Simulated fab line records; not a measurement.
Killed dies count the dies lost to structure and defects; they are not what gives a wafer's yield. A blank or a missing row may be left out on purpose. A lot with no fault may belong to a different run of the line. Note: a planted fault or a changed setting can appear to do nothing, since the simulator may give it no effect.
fab line records | flow sky130
[record] lots = 7 wafers = 19 last-day = 49
route steps=708 shown NWELL@76 PWDE@84 VT_ADJUST_HVTP@85 PAD_OPEN@708
lots that met no fault: from a run of the same line without faults
start-h: start of the lot's first displayed wafer, in hours after the record's first day | wait-h: hours from the lot's prior step to this one | " as in the row above | L1.1+2: a row that stands for several wafers | - no value, or no start given | * or withheld: withheld | < > ~ a bound
route shown NAME@n: NAME is a module with steps in the file, n the number in the route of the first one | usual: mean and standard deviation over wafers with no fault | same: alike in all rows | chamber/n: place in a boat | sites: per-site readings | _std_site: standard deviation of those values | _edge_site: mean of outer sites minus mean of inner sites | radius-mm: for every site, how far away it sits from the centre of the wafer | mask NAME#n: copy n | behind: the most recent tool/chamber to have shaped the wafer | hold: why the lot was held/for how many hours/how that ended | device: whichever transistor did not switch (one of n, p or np) | end of line: the tests these same wafers got at the end of their route | where a step has no rows: the recipe by itself | killed: the dies lost at the first sort to structure and to defects; this is not the yield of the wafer | map: a wafer's dies, marking killed ones x, the rest . and places with no die _
set.NAME: the setting that was run; set.NAME@STEP: the one run at that earlier step | model.NAME: the simulator's own value behind a step, which no gauge read
certain route steps with their lots: each step a table, each wafer a row
services: from which hour (start-h, from the record's first day; less than 0 if before it) a tool's chamber was out of use, for how many hours, and why
[[steps]]
[step SKY_NWELL_OVL_MEAS_23]
[usual] NWELL_01_OVL = -0.3/1.2
// columns lot.wafer tool chamber start-h wait-h NWELL_01_OVL[nm]
L273.1 overlay-02 - 113.73 - -0.1
L273.2 " - " " 1.4
L273.5 " - " " -1.0
L274.1 overlay-01 - 122.90 - -0.5
L274.4 " - " " 1.1
L274.6 " - " " 1.7
L285.2 overlay-02 - 190.74 - -0.3
L285.3 " - " " -1.2
L286.1 overlay-02 - 196.75 - -0.9
L286.2 " - " " -2.2
L286.4 " - " " -0.6
L287.3 overlay-01 - 211.00 - -1.6
L287.4 " - " " -0.8
L290.2 overlay-02 - 227.85 - 0.9
L290.3 " - " " 0.3
L290.5 " - " " -0.4
L291.2 overlay-01 - 229.40 - 1.0
L291.4 " - " " 0.7
L291.6 " - " " 0.8
[step SKY_NWELL_IMPLANT_24]
[recipe] species = B energy-kev = 140 dose-cm2 = 9.2e+12 tilt-deg = withheld
[step SKY_NWELL_STRIP_25]
[recipe] chemistry = O2/N2 power-w = 1400 pressure-mtorr = 1500 platen-temp-c = withheld o2-flow-sccm = 3000 n2-flow-sccm = 300 overash-fraction = 0.5
[usual] chamber-pressure-mTorr = 1499.6/1.8 drypump-motor-current-A = 5.7/0.59 oes-product-au = 0.723/0.0041 strip-time-to-endpoint-s = 36.93/0.11
// columns lot.wafer tool chamber start-h wait-h chamber-pressure-mTorr drypump-motor-current-A oes-product-au rf-hours-counter-h strip-time-to-endpoint-s
L273.1 plasma-asher-04 0 113.92 0.1 1500.5 6.4 0.718 30 36.76
L273.2 " 1 " " 1500.1 5.5 0.723 30 36.67
L273.5 " 1 " " 1501.0 5.5 0.715 - 36.69
L274.1 plasma-asher-02 0 123.08 0.1 1502.3 5.1 0.726 0 36.81
L274.4 " 1 " " 1498.1 5.8 0.727 - 36.75
L274.6 " 0 " " 1498.3 5.1 0.719 - 36.83
L285.2 plasma-asher-02 1 190.92 0.1 1501.7 5.8 0.720 7 36.96
L285.3 " 1 " " 1498.0 5.8 0.729 - 37.04
L286.1 plasma-asher-01 1 196.93 0.1 1498.2 6.3 0.715 52 36.84
L286.2 " 0 " " 1497.7 4.9 0.718 52 36.98
L286.4 " 0 " " 1502.3 5.0 0.727 - 36.96
L287.3 plasma-asher-04 0 211.20 0.1 1499.8 6.4 0.715 - 36.82
L287.4 " 1 " " 1502.2 5.5 0.724 - 36.88
L290.2 plasma-asher-01 1 228.03 0.1 1500.5 6.3 0.724 55 36.93
L290.3 " 1 " " 1500.8 6.3 0.723 - 37.03
L290.5 " 1 " " 1500.0 6.3 0.728 - 36.97
L291.2 plasma-asher-02 1 229.58 0.1 1499.1 5.8 0.725 10 37.11
L291.4 " 1 " " 1500.2 5.8 0.725 - 37.10
L291.6 " 1 " " 1501.7 5.8 0.724 - 37.07
[step SKY_NWELL_TW_MEAS_26]
[usual] NWELL_2_TW = 495/4
// columns lot.wafer tool chamber start-h wait-h NWELL_2_TW
L273.1 film-metro-01 - 114.02 0.1 497
L273.2 " - " " 498
L273.5 " - " " 499
L274.1 film-metro-01 - 123.18 0.1 502
L274.4 " - " " 501
L274.6 " - " " 504
L285.2 film-metro-04 - 191.03 0.1 492
L285.3 " - " " 491
L286.1 film-metro-03 - 197.03 0.1 494
L286.2 " - " " 492
L286.4 " - " " 493
L287.3 film-metro-01 - 211.29 0.1 500
L287.4 " - " " 499
L290.2 film-metro-04 - 228.14 0.1 490
L290.3 " - " " 490
L290.5 " - " " 493
L291.2 film-metro-01 - 229.69 0.1 499
L291.4 " - " " 497
L291.6 " - " " 501
[step SKY_NWELL_CLEAN_27]
[recipe] chemistry = SC1/SC2 mix = 1:4:20 temp-c = 70 time-s = 150 dry = n2-spin
[step SKY_NWELL_RTA_28]
[recipe] temp-c = 1050 time-s = 30 idle-temp-c = 650 ramp-up-c-per-s = 150 ramp-down-c-per-s = 90 ambient = N2
[usual] lamp-power-pct = 25.30/0.061 wafer_temp_C_max = 1054.9/0.98
// columns lot.wafer tool chamber start-h wait-h lamp-power-pct wafer_temp_C_max
L273.1 rtp-anneal-01 0 114.13 0.0 25.37 1054.5
L273.2 " 0 " " 25.17 1055.9
L273.5 " 0 " " 25.23 1058.8
L274.1 rtp-anneal-01 0 123.29 0.0 25.25 1054.4
L274.4 " 0 " " 25.28 1053.7
L274.6 " 0 " " 25.32 1055.7
L285.2 rtp-anneal-01 0 191.20 0.0 25.30 1054.4
L285.3 " 0 " " 25.26 1056.5
L286.1 rtp-anneal-01 0 197.15 0.0 25.26 1054.4
L286.2 " 0 " " 25.28 1055.0
L286.4 " 0 " " 25.30 1054.1
L287.3 rtp-anneal-02 0 211.41 0.0 25.28 1056.2
L287.4 " 0 " " 25.27 1053.2
L290.2 rtp-anneal-02 0 228.31 0.0 25.33 1055.0
L290.3 " 0 " " 25.29 1053.9
L290.5 " 0 " " 25.32 1053.8
L291.2 rtp-anneal-01 0 229.82 0.0 25.35 1056.4
L291.4 " 0 " " 25.24 1054.3
L291.6 " 0 " " 25.30 1055.5
[step SKY_NWELL_RS_MEAS_29]
[recipe] thk-meas-gauge = four-point-probe
[usual] NWELL_RS = 625.4/1.4
// columns lot.wafer tool chamber start-h wait-h NWELL_RS[ohm/sq]
L273.1 film-metro-01 - 114.23 0.1 624.6
L273.2 " - " " 623.4
L273.5 " - " " 625.0
L274.1 film-metro-04 - 123.39 0.1 624.4
L274.4 " - " " 625.4
L274.6 " - " " 625.0
L285.2 film-metro-03 - 191.30 0.1 623.9
L285.3 " - " " 622.2
L286.1 film-metro-03 - 197.25 0.1 626.0
L286.2 " - " " 625.1
L286.4 " - " " 625.2
L287.3 film-metro-04 - 211.52 0.1 626.6
L287.4 " - " " 626.9
L290.2 film-metro-03 - 228.41 0.1 623.3
L290.3 " - " " 624.8
L290.5 " - " " 625.1
L291.2 film-metro-03 - 229.92 0.1 627.0
L291.4 " - " " 624.5
L291.6 " - " " 625.4
[step SKY_NWELL_RS_MEAS_31]
[recipe] thk-meas-gauge = four-point-probe
[usual] PWDE_RS = 5281/23
// columns lot.wafer tool chamber start-h wait-h PWDE_RS[ohm/sq]
L273.1 film-metro-01 - 114.47 0.1 5294
L273.2 " - " " 5283
L273.5 " - " " 5292
L274.1 film-metro-04 - 123.63 0.1 5250
L274.4 " - " " 5282
L274.6 " - " " 5277
L285.2 film-metro-03 - 191.54 0.1 5326
L285.3 " - " " 5306
L286.1 film-metro-03 - 197.49 0.1 5265
L286.2 " - " " 5283
L286.4 " - " " 5280
L287.3 film-metro-04 - 211.76 0.1 5258
L287.4 " - " " 5248
L290.2 film-metro-03 - 228.65 0.1 5322
L290.3 " - " " 5317
L290.5 " - " " 5329
L291.2 film-metro-03 - 230.16 0.1 5279
L291.4 " - " " 5279
L291.6 " - " " 5287
[step SKY_VT_ADJUST_HVTP_DEHYDRATE_00]
[recipe] temp-c = 200 time-s = 60
[step SKY_VT_ADJUST_HVTP_HMDS_01]
[recipe] prime-time-s = 60 prime-temp-c = 120
[step SKY_VT_ADJUST_HVTP_COAT_02]
[recipe] resist = NOVOLAK spin-rpm = 3000 resist-thk-nm = 1140
[step SKY_VT_ADJUST_HVTP_SOFTBAKE_03]
[recipe] temp-c = 90 time-s = 60 resist = NOVOLAK
[usual] exhaust-pa = 45.0/0.9 run-length-s = 89.24/0.23
// columns lot.wafer tool chamber start-h wait-h exhaust-pa run-length-s
L273.1 litho-track-03 0 123.68 0.1 44.3 89.04
L273.2 " 0 " " 44.4 88.79
L273.5 " 0 " " 46.4 88.85
L274.1 litho-track-01 0 132.05 0.1 46.3 89.33
L274.4 " 0 " " 44.6 89.68
L274.6 " 0 " " 44.4 89.47
L285.2 litho-track-01 0 201.48 0.1 45.2 89.41
L285.3 " 0 " " 46.0 99.94
L286.1 litho-track-01 0 208.40 0.1 44.4 89.47
L286.2 " 0 " " 43.6 89.52
L286.4 " 0 " " 45.5 99.95
L287.3 litho-track-01 0 222.40 0.1 44.1 100.12
L287.4 " 0 " " 45.7 99.88
L290.2 litho-track-03 0 240.41 0.1 45.8 88.81
L290.3 " 0 " " 46.7 89.09
L290.5 " 0 " " 45.5 88.93
L291.2 litho-track-04 0 241.72 0.1 45.5 89.30
L291.4 " 0 " " 44.8 89.23
L291.6 " 0 " " 45.3 89.14
[step SKY_VT_ADJUST_HVTP_EXPOSE_04]
[recipe] mask-id = HVTPM na = 0.6 source-shape = conventional sigma-outer = 0.6 polarization = unpolarized target-cd-nm = 380 dose-mj = 140
[step SKY_PAD_OPEN_PROBE_99]
[usual] killed_at_M0_to_M3 = 43/7 killed_at_M4_up = 3.4/1.9 killed-at-contacts = 24/5.4 killed-at-front-end = 15/4.4 killed-at-other = 0.4/0.63 killed-dies = 86/9.1 killed-on-rim = 16/3.5 killed-open = 46/6.6 killed-short = 39/6.6
[same] gross-dies = 492 killed-at-back-side = 0
// columns lot.wafer tool chamber start-h wait-h killed_at_M0_to_M3 killed_at_M4_up killed-at-contacts killed-at-front-end killed-at-other killed-dies killed-on-rim killed-open killed-short
L274.1 prober-01 - 1114.86 0.1 43 4 30 16 1 94 14 54 40
L274.4 prober-01 - 1115.01 0.2 49 3 20 18 0 90 14 49 40
L274.6 prober-01 - 1115.11 0.2 42 6 23 11 0 82 15 37 44
L273.1 prober-02 - 1117.19 0.1 36 5 26 13 2 82 12 35 46
L273.2 prober-02 - 1117.24 0.1 39 2 31 17 0 89 16 39 49
L273.5 prober-02 - 1117.39 0.2 52 4 25 16 0 97 25 62 35
L285.2 prober-01 - 1153.32 0.1 46 2 18 10 1 77 14 33 44
L285.3 prober-01 - 1153.37 0.2 60 3 20 11 0 94 14 52 42
L286.1 prober-02 - 1163.35 0.1 49 5 23 19 0 96 17 49 47
L286.2 prober-02 - 1163.40 0.1 45 1 30 13 4 93 18 47 42
L286.4 prober-02 - 1163.50 0.2 47 3 13 14 0 77 13 40 37
L287.3 prober-01 - 1171.49 0.2 37 5 24 7 2 75 13 48 25
L287.4 prober-01 - 1171.54 0.2 57 4 24 11 0 96 15 45 50
L291.2 prober-02 - 1185.06 0.1 37 4 26 20 0 87 15 42 45
L291.4 prober-02 - 1185.16 0.2 48 4 25 13 0 90 16 53 37
L291.6 prober-02 - 1185.26 0.2 39 3 21 16 0 79 14 32 47
L290.2 prober-01 - 1187.29 0.1 44 1 27 13 0 85 15 59 25
L290.3 prober-01 - 1187.34 0.2 53 1 14 18 0 86 15 49 36
L290.5 prober-01 - 1187.44 0.2 51 3 29 14 0 97 21 53 41
// killed by level:class
L274.1 CONTACT:geometric-particle:open=17 VIA1:geometric-particle:open=9 METAL1:geometric-particle:short=6 FIELD_ISO:geometric-particle:open=5 LI_CONTACT:geometric-particle:open=5 CONTACT:geometric-particle:short=5 METAL2:geometric-particle:short=5 VIA3:geometric-particle:open=5
L274.4 CONTACT:geometric-particle:open=9 VIA3:geometric-particle:open=8 VIA1:geometric-particle:open=7 VIA2:geometric-particle:open=7 VIA1:geometric-particle:short=6 FIELD_ISO:geometric-particle:open=5 METAL1:geometric-particle:short=5 LI_CONTACT:geometric-particle:open=4
L274.6 METAL1:geometric-particle:short=10 CONTACT:geometric-particle:open=8 CONTACT:geometric-particle:short=7 VIA3:geometric-particle:open=6 VIA2:geometric-particle:open=5 VIA2:geometric-particle:short=5 FIELD_ISO:geometric-particle:short=4 LI_CONTACT:geometric-particle:short=4
L273.1 VIA1:geometric-particle:open=9 CONTACT:geometric-particle:open=9 METAL2:geometric-particle:short=7 FIELD_ISO:geometric-particle:short=6 CONTACT:geometric-particle:short=6 FIELD_ISO:geometric-particle:open=5 LOCAL_INTERCONNECT:geometric-particle:short=5 METAL1:geometric-particle:short=5
L273.2 CONTACT:geometric-particle:open=9 LI_CONTACT:geometric-particle:open=8 CONTACT:geometric-particle:short=7 METAL1:geometric-particle:short=7 VIA2:geometric-particle:open=7 VIA1:geometric-particle:short=6 FIELD_ISO:geometric-particle:open=5 FIELD_ISO:geometric-particle:short=4
L273.5 VIA1:geometric-particle:open=11 LI_CONTACT:geometric-particle:open=10 VIA3:geometric-particle:open=10 METAL2:geometric-particle:short=9 CONTACT:geometric-particle:open=9 VIA1:geometric-particle:short=6 VIA2:geometric-particle:open=6 POLY_GATE:geometric-particle:open=5
L285.2 VIA1:geometric-particle:open=17 METAL2:geometric-particle:short=7 VIA1:geometric-particle:short=6 CONTACT:geometric-particle:open=5 POLY_GATE:geometric-particle:short=4 METAL1:geometric-particle:short=4 LOCAL_INTERCONNECT:geometric-particle:short=4 CONTACT:geometric-particle:short=4
L285.3 VIA1:geometric-particle:open=17 METAL1:geometric-particle:short=7 VIA2:geometric-particle:open=7 METAL3:geometric-particle:short=7 LI_CONTACT:geometric-particle:open=6 VIA3:geometric-particle:open=6 FIELD_ISO:geometric-particle:short=5 CONTACT:geometric-particle:open=5
L286.1 VIA1:geometric-particle:open=13 CONTACT:geometric-particle:open=7 VIA2:geometric-particle:open=7 FIELD_ISO:geometric-particle:short=6 LOCAL_INTERCONNECT:geometric-particle:short=6 METAL1:geometric-particle:short=6 METAL2:geometric-particle:short=5 METAL3:geometric-particle:short=5
L286.2 LI_CONTACT:geometric-particle:open=13 VIA1:geometric-particle:open=10 VIA1:geometric-particle:short=6 CONTACT:geometric-particle:open=6 VIA2:geometric-particle:open=6 CONTACT:geometric-particle:short=5 METAL2:geometric-particle:short=5 METAL1:geometric-particle:short=5
L286.4 VIA1:geometric-particle:open=9 VIA2:geometric-particle:open=9 METAL2:geometric-particle:short=7 METAL1:geometric-particle:short=7 VIA3:geometric-particle:open=6 FIELD_ISO:geometric-particle:open=4 FIELD_ISO:geometric-particle:short=4 LOCAL_INTERCONNECT:geometric-particle:short=4
L287.3 VIA1:geometric-particle:open=8 VIA2:geometric-particle:open=8 LI_CONTACT:geometric-particle:open=7 CONTACT:geometric-particle:short=7 CONTACT:geometric-particle:open=7 VIA3:geometric-particle:open=7 POLY_GATE:geometric-particle:open=3 METAL4:geometric-particle:short=3
L287.4 VIA1:geometric-particle:open=10 VIA3:geometric-particle:open=10 METAL2:geometric-particle:short=9 CONTACT:geometric-particle:short=8 CONTACT:geometric-particle:open=6 VIA2:geometric-particle:open=5 METAL1:geometric-particle:short=5 VIA3:geometric-particle:short=5
L291.2 CONTACT:geometric-particle:open=14 POLY_GATE:geometric-particle:short=8 VIA1:geometric-particle:open=7 VIA2:geometric-particle:short=7 FIELD_ISO:geometric-particle:open=6 CONTACT:geometric-particle:short=5 METAL2:geometric-particle:short=5 LOCAL_INTERCONNECT:geometric-particle:short=4
L291.4 VIA2:geometric-particle:open=12 CONTACT:geometric-particle:open=10 VIA1:geometric-particle:open=7 METAL2:geometric-particle:short=6 VIA3:geometric-particle:open=6 METAL1:geometric-particle:short=5 FIELD_ISO:geometric-particle:open=4 LI_CONTACT:geometric-particle:open=4
L291.6 CONTACT:geometric-particle:open=9 CONTACT:geometric-particle:short=7 VIA1:geometric-particle:open=7 VIA1:geometric-particle:short=6 VIA2:geometric-particle:short=6 VIA3:geometric-particle:open=6 FIELD_ISO:geometric-particle:short=4 POLY_GATE:geometric-particle:short=4
L290.2 VIA1:geometric-particle:open=13 LI_CONTACT:geometric-particle:open=12 CONTACT:geometric-particle:open=9 VIA3:geometric-particle:open=8 METAL2:geometric-particle:short=5 VIA2:geometric-particle:open=5 FIELD_ISO:geometric-particle:open=4 VIA3:geometric-particle:short=3
L290.3 VIA3:geometric-particle:open=9 VIA1:geometric-particle:open=8 VIA2:geometric-particle:open=8 METAL1:geometric-particle:short=7 CONTACT:geometric-particle:open=7 FIELD_ISO:geometric-particle:open=6 METAL3:geometric-particle:short=5 METAL2:geometric-particle:short=5
L290.5 CONTACT:geometric-particle:open=13 VIA2:geometric-particle:open=10 VIA1:geometric-particle:open=10 METAL1:geometric-particle:short=8 VIA3:geometric-particle:open=8 LI_CONTACT:geometric-particle:open=5 CONTACT:geometric-particle:short=5 VIA1:geometric-particle:short=5
[[services]]
// columns tool chamber start-h hours kind
litho-track-04 - 93.80 - consumable-replace:filter
plasma-asher-02 - 108.75 9.0 pm
plasma-asher-02 0 108.75 9.0 vent-cycle
plasma-asher-02 1 108.75 9.0 vent-cycle
plasma-asher-02 0 117.75 - clean
plasma-asher-02 1 117.75 - clean
plasma-asher-02 - 147.14 2.0 repair
litho-track-03 - 194.34 - consumable-replace:filter
[[key]]
[first-sign] step = SKY_VT_ADJUST_HVTP_SOFTBAKE_03 reading = run-length-s direction = up sigmas = 47 usual = * struck = *
effect none on later readings
met-at SKY_VT_ADJUST_HVTP_SOFTBAKE_03
struck-wafers L285.3,L286.4,L287.3,L287.4
tester-left-out L285,L286,L287
onset-between 132.05 201.48
[fault] kind = process-parameter-drift tool = litho-track-01 chamber = - onset-h = 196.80 steps = SKY_VT_ADJUST_HVTP_SOFTBAKE_03 channel = time-s offset = * shape = step end-h = 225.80 scope = struck-wafers-only acts-in = * stated = *
// tester-left-out: of these lots the tester's yield and bins aren't shown, on N5 and GAA mostly nor the transistor test; their killed dies are dies lost to structure and defects alone, not to doping, threshold or leakage, so they don't give the yield
